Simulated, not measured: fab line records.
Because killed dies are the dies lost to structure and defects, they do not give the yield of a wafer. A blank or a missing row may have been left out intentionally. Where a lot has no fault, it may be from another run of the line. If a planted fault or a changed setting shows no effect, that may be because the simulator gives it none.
A lot that was struck, set against a sound lot + flow sky130 + 21 steps out of a route of 708
Sound: these wafers, L867.1, L867.4, L867.5. Wafers L885.2, L885.3, L885.5 were the ones struck. Last of all comes the cause.
Order at every step that has rows: each side's tool, ch and its chambers, its first start. Under that, the readings that differ: sound wafers + struck wafers + difference of the means + sigmas: that difference in standard deviations of wafers without a fault.
alike: words and numbers the same on both sides, and readings whose means are apart by under 2 such deviations; not compared: readings that were withheld, readings missing a value for some wafer, numbers with overlapping values and no deviation given by the record, and bounds like >300 which may hide the same value.
The two part at a step that has a row with sigmas, a row that says differs or no value, or rows on one side only. Numbers that have no deviation but don't overlap get no sigmas and don't part them. A reading missing from all wafers of one side parts the sides only when that side holds two or more wafers.

first, 1 step without rows for these wafers: SKY_RES_XHIGH_IMPLANT_07.
SKY_RES_XHIGH_STRIP_08: strips in O2/N2.
  sound on plasma asher-01 ch 0,1, day 27 00:03; struck on plasma asher-03 ch 1, day 32 21:52
  alike: drypump motor current A, oes product au, strip time to endpoint s
  not compared: rf hours counter h
SKY_RES_XHIGH_TW_MEAS_09:
  sound on film metro-03 at day 27 00:09; struck on film metro-03 at day 32 21:58
  alike: RES_XHIGH_TW
then, 7 steps without rows for these wafers: SKY_SD_N_DEHYDRATE_00 (time 60 s); SKY_SD_N_HMDS_01 (prime time 60 s); SKY_SD_N_COAT_02 (resist thk 1140 nm); SKY_SD_N_SOFTBAKE_03 (time 60 s); SKY_SD_N_EXPOSE_04 (exposes mask NSDM, target cd 380 nm); SKY_SD_N_PEB_05; SKY_SD_N_DEVELOP_06 (develop time 60 s).
SKY_SD_N_CD_MEAS_07 targets a cd of 380 nm.
  sound on cd sem-01 at day 28 04:19; struck on cd sem-01 at day 34 00:46
  alike: cd nm
SKY_SD_N_OVL_MEAS_08:
  sound on overlay-01 at day 28 04:26; struck on overlay-02 at day 34 00:52
  alike: SD_N_OVL
SKY_SD_N_IMPLANT_09:
  sound on implanter-01 ch 0, day 28 04:28; struck on implanter-01 ch 0, day 34 00:56
| reading                   | sound                | struck               | difference | sigmas      |
|---------------------------|----------------------|----------------------|------------|-------------|
| beam energy keV           | 49.991 49.999 50.006 | 52.491 52.487 52.484 | +2.489     | +99 or more |
| model.implant.rp nm (nm)  | 31.73 31.73 31.73    | 34.04 34.04 34.04    | +2.31      |             |
| model.implant.drp nm (nm) | 14.11 14.11 14.11    | 14.64 14.64 14.64    | +0.53      |             |
  alike: beam on s, faraday current uA
next, for these wafers, 1 step has no rows: SKY_SD_N_IMPLANT_10.
SKY_SD_N_STRIP_11: strips in O2/N2.
  sound on plasma asher-01 ch 0,1, day 28 04:46; struck on plasma asher-04 ch 0,1, day 34 01:12
| reading                      | sound             | struck            | difference | sigmas |
|------------------------------|-------------------|-------------------|------------|--------|
| strip time to endpoint s (s) | 22.65 22.60 22.60 | 23.05 23.01 23.04 | +0.42      | +8     |
  alike: drypump motor current A, oes product au
  not compared: rf hours counter h
SKY_SD_N_TW_MEAS_12:
  sound on film metro-03 at day 28 04:52; struck on film metro-03 at day 34 01:19
| reading | sound          | struck         | difference | sigmas |
|---------|----------------|----------------|------------|--------|
| SD_N_TW | 3909 3898 3901 | 3984 3981 3992 | +83        | +2     |
then, 1 step without rows for these wafers: SKY_SD_N_CLEAN_13 (cleans in SC1/SC2, time 150 s).
SKY_SD_N_RTA_14: time 2 s.
  sound on rtp anneal-01 ch 0, day 28 05:02; struck on rtp anneal-01 ch 0, day 34 01:26
  alike: anneal temp c max, lamp power pct, ramp up c per s, wafer_temp_C_max
SKY_SD_N_RS_MEAS_16: measures by four-point-probe.
  sound on film metro-01 at day 28 05:12; struck on film metro-01 at day 34 01:37
| reading          | sound             | struck            | difference | sigmas |
|------------------|-------------------|-------------------|------------|--------|
| SD_N_RS (ohm/sq) | 68.52 68.57 68.54 | 66.86 66.90 66.88 | -1.66      | -10    |
SKY_SD_N_RS_MEAS_17: measures by four-point-probe.
  sound on film metro-01 at day 28 05:19; struck on film metro-01 at day 34 01:44
  alike: SD_P_RS
-- record jumps: 16 days separate the struck wafers' starts on either side; left off in module SD_N, taken up again in module PAD_OPEN, whose first shown step is the route's number 708 --
SKY_PAD_OPEN_PROBE_99:
  sound on prober-02 at day 46 01:18; struck on prober-02 at day 50 02:24
| reading                            | sound             | struck            | difference | sigmas |
|------------------------------------|-------------------|-------------------|------------|--------|
| model.etest.res ndiff.rs ohm sq    | 120.4 120.4 119.6 | 115.1 115.7 115.8 | -4.6       |        |
| model.etest.res ndiff hv.rs ohm sq | 114.8 114.9 114.6 | 109.4 110 109.4   | -5.2       |        |
  alike: killed_at_M0_to_M3, killed_at_M4_up, killed at contacts, killed at front end, killed at other, killed dies, killed open, killed short

WHERE THEY PART
At SKY_SD_N_IMPLANT_09 first; at SKY_SD_N_RS_MEAS_16 last (within this record only). Later steps at which nothing parts them and some readings are alike: SKY_SD_N_RS_MEAS_17, SKY_PAD_OPEN_PROBE_99.

WHY: what had been put in by the simulator
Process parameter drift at SKY_SD_N_IMPLANT_09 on implanter-01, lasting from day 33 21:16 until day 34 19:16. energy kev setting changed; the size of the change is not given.
